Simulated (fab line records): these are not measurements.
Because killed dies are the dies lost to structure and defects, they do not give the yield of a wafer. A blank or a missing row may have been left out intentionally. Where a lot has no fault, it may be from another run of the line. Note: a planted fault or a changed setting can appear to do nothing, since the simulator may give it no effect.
Which tool did it? :: flow gf180mcu :: 36 wafers from 12 lots sampled at 3 of the route's 602 steps

== WHAT THE GAUGES SHOWED, per wafer ==
GF_V4_THK_MEAS_01. Usual: V4_CVD_00_THK typically reads 600 nm, with standard deviation 7.3.
lot: L311
measured: day 23 06:14
on: film-metro-04
V4_CVD_00_THK (nm): 599 594 599
flag: 

lot: L312
measured: day 23 14:00
on: film-metro-01
V4_CVD_00_THK (nm): 595 602 603
flag: 

lot: L313
measured: day 24 00:20
on: film-metro-04
V4_CVD_00_THK (nm): 595 588 599
flag: 

lot: L316
measured: day 25 01:45
on: film-metro-04
V4_CVD_00_THK (nm): 594 594 599
flag: 

lot: L319
measured: day 26 00:35
on: film-metro-04
V4_CVD_00_THK (nm): 594 602 602
flag: 

lot: L320
measured: day 26 14:35
on: film-metro-02
V4_CVD_00_THK (nm): 599 588 591
flag: 

lot: L322
measured: day 27 06:38
on: film-metro-02
V4_CVD_00_THK (nm): 594 892 588 594 892 589
flag: OFF

lot: L323
measured: day 27 10:56
on: film-metro-04
V4_CVD_00_THK (nm): 607 612 602
flag: 

lot: L325
measured: day 28 07:43
on: film-metro-04
V4_CVD_00_THK (nm): 596 895 596 596 894 595
flag: OFF

lot: L331
measured: day 30 08:09
on: film-metro-02
V4_CVD_00_THK (nm): 599 602 596
flag: 

lot: L333
measured: day 30 12:16
on: film-metro-04
V4_CVD_00_THK (nm): 617 606 603
flag: 

lot: L334
measured: day 30 14:59
on: film-metro-04
V4_CVD_00_THK (nm): 597 595 600
flag: 

== TOOL THAT RAN EACH LOT (tool first, then ch and the chambers of the sampled wafers, then the start) ==
lot: L311
GF_M3_SPUTTER_00: pvd-sputter-03, day 20 04:13
GF_V4_CVD_00: hdpcvd-02 ch 0,1,2, day 23 06:10

lot: L312
GF_M3_SPUTTER_00: pvd-sputter-03, day 20 12:03
GF_V4_CVD_00: hdpcvd-02 ch 0,1,2, day 23 13:56

lot: L313
GF_M3_SPUTTER_00: pvd-sputter-01, day 20 22:22
GF_V4_CVD_00: hdpcvd-02 ch 1,2, day 24 00:16

lot: L316
GF_M3_SPUTTER_00: pvd-sputter-01, day 22 01:39
GF_V4_CVD_00: hdpcvd-02 ch 0,1, day 25 01:38

lot: L319
GF_M3_SPUTTER_00: pvd-sputter-02, day 23 01:48
GF_V4_CVD_00: hdpcvd-01 ch 0,1, day 26 00:30

lot: L320
GF_M3_SPUTTER_00: pvd-sputter-03, day 23 18:49
GF_V4_CVD_00: hdpcvd-02 ch 0,1,2, day 26 14:31

lot: L322
GF_M3_SPUTTER_00: pvd-sputter-01, day 24 12:04
GF_V4_CVD_00: hdpcvd-02 ch 0,1,2, day 27 06:34

lot: L323
GF_M3_SPUTTER_00: pvd-sputter-01, day 24 16:10
GF_V4_CVD_00: hdpcvd-01 ch 0,1,2, day 27 10:51

lot: L325
GF_M3_SPUTTER_00: pvd-sputter-03, day 25 14:32
GF_V4_CVD_00: hdpcvd-02 ch 0,2, day 28 07:38

lot: L331
GF_M3_SPUTTER_00: pvd-sputter-03, day 27 19:23
GF_V4_CVD_00: hdpcvd-01 ch 0,1,2, day 30 08:05

lot: L333
GF_M3_SPUTTER_00: pvd-sputter-02, day 27 22:56
GF_V4_CVD_00: hdpcvd-01 ch 1,2, day 30 12:11

lot: L334
GF_M3_SPUTTER_00: pvd-sputter-03, day 28 03:36
GF_V4_CVD_00: hdpcvd-02 ch 0,1, day 30 14:55
- GF_M3_SPUTTER_00: material Ti, target thk 37.5 nm, time 150 s.
- GF_V4_CVD_00: deposits SiO2, target thk 600 nm, time 100 s.

== AS READ BY THE TOOLS THEMSELVES (means over the sampled wafers that have a number; for cases with no such wafer, the mark the record gives instead) ==
GF_M3_SPUTTER_00. Usual: 29.7 % for throttle-valve-pct, sd 1.2.
lot: L311
tool: pvd-sputter-03
throttle-valve-pct (%): 29.5
flag: 

lot: L312
tool: pvd-sputter-03
throttle-valve-pct (%): 29.4
flag: 

lot: L313
tool: pvd-sputter-01
throttle-valve-pct (%): 29.0
flag: 

lot: L316
tool: pvd-sputter-01
throttle-valve-pct (%): 29.1
flag: 

lot: L319
tool: pvd-sputter-02
throttle-valve-pct (%): 31.2
flag: 

lot: L320
tool: pvd-sputter-03
throttle-valve-pct (%): 28.9
flag: 

lot: L322
tool: pvd-sputter-01
throttle-valve-pct (%): 29.6
flag: 

lot: L323
tool: pvd-sputter-01
throttle-valve-pct (%): 29.1
flag: 

lot: L325
tool: pvd-sputter-03
throttle-valve-pct (%): 30.5
flag: 

lot: L331
tool: pvd-sputter-03
throttle-valve-pct (%): 29.4
flag: 

lot: L333
tool: pvd-sputter-02
throttle-valve-pct (%): 31.6
flag: 

lot: L334
tool: pvd-sputter-03
throttle-valve-pct (%): 29.7
flag: 

GF_V4_CVD_00. Usual: 60.04 sccm for sih4-flow-sccm, sd 0.18.
lot: L311
tool: hdpcvd-02
sih4-flow-sccm (sccm): 59.99
flag: 

lot: L312
tool: hdpcvd-02
sih4-flow-sccm (sccm): 60.06
flag: 

lot: L313
tool: hdpcvd-02
sih4-flow-sccm (sccm): 60.06
flag: 

lot: L316
tool: hdpcvd-02
sih4-flow-sccm (sccm): 60.28
flag: 

lot: L319
tool: hdpcvd-01
sih4-flow-sccm (sccm): 60.12
flag: 

lot: L320
tool: hdpcvd-02
sih4-flow-sccm (sccm): 60.04
flag: 

lot: L322
tool: hdpcvd-02
sih4-flow-sccm (sccm): 69.93
flag: OFF

lot: L323
tool: hdpcvd-01
sih4-flow-sccm (sccm): 60.02
flag: 

lot: L325
tool: hdpcvd-02
sih4-flow-sccm (sccm): 70.23
flag: OFF

lot: L331
tool: hdpcvd-01
sih4-flow-sccm (sccm): 60.10
flag: 

lot: L333
tool: hdpcvd-01
sih4-flow-sccm (sccm): 59.98
flag: 

lot: L334
tool: hdpcvd-02
sih4-flow-sccm (sccm): 60.10
flag: 

== THE ANSWER, worked out from the rows above alone ==
Rule: take the mean of a lot's wafers that have a number; if it is more than 3 standard deviations from the usual mean, the lot is off. Also off: a lot with no number at a reading for which 4 or more lots have one. All remaining lots with rows at the step are treated as sound. Order of review: gauges by route order, followed by the tools' own readings, for which a lot's mean as printed above is used. The first step at which some lot is off is used, and at that step the reading that is off furthest; a lot without a number counts as furthest.
Off: at GF_V4_THK_MEAS_01 (V4_CVD_00_THK), L322, L325.
A tool fits if, at a process step before that reading, it ran every lot that is off, and no sound lot after the first of them. The gauges at GF_V4_THK_MEAS_01 aren't tried: what is off there is off at GF_V4_CVD_00 too, on other tools, and a gauge's error can't cause that. Of those tried, none fits.

== WHAT THE SIMULATOR HAD INSERTED ==
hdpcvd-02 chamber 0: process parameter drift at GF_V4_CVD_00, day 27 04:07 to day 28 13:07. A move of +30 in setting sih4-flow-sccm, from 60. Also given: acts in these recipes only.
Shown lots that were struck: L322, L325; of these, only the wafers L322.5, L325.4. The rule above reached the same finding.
